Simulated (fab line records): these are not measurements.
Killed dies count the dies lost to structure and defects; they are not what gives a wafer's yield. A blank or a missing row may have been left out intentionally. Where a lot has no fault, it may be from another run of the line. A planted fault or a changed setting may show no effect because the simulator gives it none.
What tool caused it? + flow gf180mcu + 10 lots with 30 wafers sampled at 4 steps, on a route of 602 steps

== WHAT THE GAUGES SHOWED, per wafer ==
GF_MIM_RS_MEAS_10: uses a four-point probe to measure.
| lot  | measured     | on            | MIM_ALCU_RS (ohm/sq)                      |
|------|--------------|---------------|-------------------------------------------|
| L428 | day 24 10:56 | film metro-03 | 0.1620 0.1614 0.1609                      |
| L430 | day 25 06:01 | film metro-03 | 0.1616 0.1614 0.1625                      |
| L432 | day 25 19:56 | film metro-04 | 0.1596 0.1604 0.1605                      |
| L439 | day 28 00:55 | film metro-02 | 0.1610 0.1633 0.1632                      |
| L440 | day 28 06:05 | film metro-03 | 0.1621 0.1622 0.1649                      |
| L441 | day 28 22:34 | film metro-02 | 0.1230 0.1624 0.1624 0.1232 0.1623 0.1619 |
| L442 | day 29 01:32 | film metro-02 | 0.1599 0.1599 0.1639                      |
| L443 | day 29 07:19 | film metro-04 | 0.1221 0.1582 0.1607 0.1222 0.1583 0.1609 |
| L445 | day 29 21:25 | film metro-04 | 0.1622 0.1585 0.1568                      |
| L450 | day 31 14:07 | film metro-04 | 0.1580 0.1582 0.1616                      |

== EACH LOT AND THE TOOL THAT RAN IT (in order: tool; ch and the chambers of the sampled wafers; start) ==
| lot  | GF_V4_SPUTTER_21             | GF_V4_CMP_26                  | GF_MIM_SPUTTER_08            |
|------|------------------------------|-------------------------------|------------------------------|
| L428 | pvd sputter-04, day 24 09:49 | cmp-01 ch 1,2,3, day 24 10:16 | pvd sputter-02, day 24 10:52 |
| L430 | pvd sputter-01, day 25 04:53 | cmp-01 ch 0,2,3, day 25 05:16 | pvd sputter-03, day 25 05:56 |
| L432 | pvd sputter-02, day 25 18:50 | cmp-02 ch 1,3, day 25 19:13   | pvd sputter-04, day 25 19:53 |
| L439 | pvd sputter-02, day 27 23:49 | cmp-02 ch 2,3, day 28 00:12   | pvd sputter-02, day 28 00:52 |
| L440 | pvd sputter-02, day 28 04:55 | cmp-01 ch 0,3, day 28 05:25   | pvd sputter-03, day 28 06:02 |
| L441 | pvd sputter-04, day 28 21:23 | cmp-01 ch 1,2,3, day 28 21:46 | pvd sputter-02, day 28 22:29 |
| L442 | pvd sputter-04, day 29 00:25 | cmp-02 ch 0,1, day 29 00:49   | pvd sputter-04, day 29 01:28 |
| L443 | pvd sputter-01, day 29 06:13 | cmp-01 ch 0,2,3, day 29 06:36 | pvd sputter-02, day 29 07:16 |
| L445 | pvd sputter-01, day 29 20:19 | cmp-01 ch 0,1,2, day 29 20:42 | pvd sputter-03, day 29 21:22 |
| L450 | pvd sputter-04, day 31 13:00 | cmp-02 ch 2,3, day 31 13:24   | pvd sputter-04, day 31 14:03 |
- GF_V4_SPUTTER_21: material Ti, target thk 15 nm, time 80.02 s.
- GF_V4_CMP_26: polishes, stops on SiO2, t overpolish 15 s, target thk 0 nm.
- GF_MIM_SPUTTER_08: material AlCu, target thk 200 nm, time 10.6 s.

== THE ANSWER, worked out from the rows above alone ==
Rule: the lots themselves supply what counts as usual. The widest of any qualifying gaps counts: lots, ordered by their means at a reading, are off when they make up no more than a third of the lots, leave a main group of 4 or more, and stand apart from it by 3 or more times the standard deviation of that group's means. Not used: any main group whose means are identical at the precision the tables above print for the reading. Also off: a lot with no number at a reading for which 4 or more lots have one. The other lots that the step has rows for count as sound.
Off: at GF_MIM_RS_MEAS_10 (MIM_ALCU_RS), L441, L443. Mean 0.1611 ohm/sq and standard deviation 0.0013 in the main group.
A tool fits if, at a process step before that reading, it ran every lot that is off, and no sound lot after the first of them. Gauges at GF_MIM_RS_MEAS_10: tried the same way as those tools. One fits: pvd sputter-02 at GF_MIM_SPUTTER_08. Its last sound lot is L439 (day 28 00:52), its first lot that is off L441 (day 28 22:29): a fault that began between those two fits.

== WHAT HAD BEEN PUT IN BY THE SIMULATOR ==
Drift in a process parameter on pvd sputter-02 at GF_MIM_SPUTTER_08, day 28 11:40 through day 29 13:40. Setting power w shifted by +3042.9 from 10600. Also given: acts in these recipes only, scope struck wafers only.
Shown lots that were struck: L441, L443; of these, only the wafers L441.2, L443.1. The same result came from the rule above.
